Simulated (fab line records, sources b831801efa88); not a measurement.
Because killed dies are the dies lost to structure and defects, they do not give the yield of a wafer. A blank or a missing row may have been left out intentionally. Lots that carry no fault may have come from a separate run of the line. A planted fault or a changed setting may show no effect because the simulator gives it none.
Matching of chambers | flow sky130 | 4 sister chambers for SKY_METAL4_ETCH_17 on rie diel-01
The step etches SiO2 in C4F8/O2/Ar, stops on TiN, time 3.9 s, target depth 15 nm. 16 wafers are shown with their chamber, then 8 later ones without.

## EACH WAFER AND ITS CHAMBER
wafer  | chamber | bias w (W) | oes product au (a.u.)
L074.2 | 3       | 1194       | 0.750
L074.3 | 2       | 1204       | 0.742
L074.6 | 1       | 1202       | 0.758
L076.1 | 0       | 1208       | 0.750
L076.2 | 1       | 1195       | 0.751
L076.4 | 3       | 1195       | 0.753
L079.1 | 1       | 1192       | 0.750
L079.3 | 0       | 1199       | 0.745
L079.4 | 2       | 1201       | 0.749
L083.1 | 0       | 1198       | 0.751
L083.3 | 3       | 1196       | 0.749
L083.6 | 3       | 1195       | 0.756
L087.2 | 1       | 1201       | 0.749
L087.4 | 0       | 1195       | 0.739
L087.5 | 0       | 1199       | 0.758
L090.2 | 0       | 1199       | 0.739

SIGNATURES, as means of the wafers listed above
reading        | chamber 0 | chamber 1 | chamber 2 | chamber 3 | scatter within a chamber
bias w         | 1199.67   | 1197.50   | 1202.50   | 1195.00   | 3.77
oes product au | 0.74700   | 0.75200   | 0.74550   | 0.75200   | 0.00565
Rule: a wafer lies at a distance from a chamber equal to the root of the sum of squares, over the readings, of (its reading less the chamber's mean, divided by the reading's scatter). If the next closest chamber is less than 2 further off than the closest, the wafer can't be placed; otherwise it belongs to the closest. How the scatter is found: for the shown wafers, subtract from each reading the mean of its chamber, square and add these, divide the total by (wafers less chambers), then take the root.

## WAFERS WITHOUT THEIR CHAMBER
wafer  | bias w (W) | oes product au (a.u.)
L090.4 | 1201       | 0.763
L090.6 | 1202       | 0.746
L093.4 | 1204       | 0.758
L093.5 | 1204       | 0.758
L093.6 | 1201       | 0.761
L096.4 | 1201       | 0.758
L096.5 | 1205       | 0.765
L096.6 | 1202       | 0.760

## CHAMBER TAKEN BY EACH
wafer  | from the rows above               | in truth
L090.4 | can't be placed: 1 or 3 or 0 or 2 | 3
L090.6 | can't be placed: 2 or 0 or 1 or 3 | 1
L093.4 | can't be placed: 1 or 2 or 0 or 3 | 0
L093.5 | can't be placed: 1 or 2 or 0 or 3 | 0
L093.6 | can't be placed: 1 or 3 or 0 or 2 | 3
L096.4 | can't be placed: 1 or 3 or 0 or 2 | 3
L096.5 | can't be placed: 1 or 0 or 3 or 2 | 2
L096.6 | can't be placed: 1 or 3 or 0 or 2 | 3
0 of 8 placed correctly. These rows do not allow placing 8 (true chamber among the candidates in 8). Wrongly placed: 0.
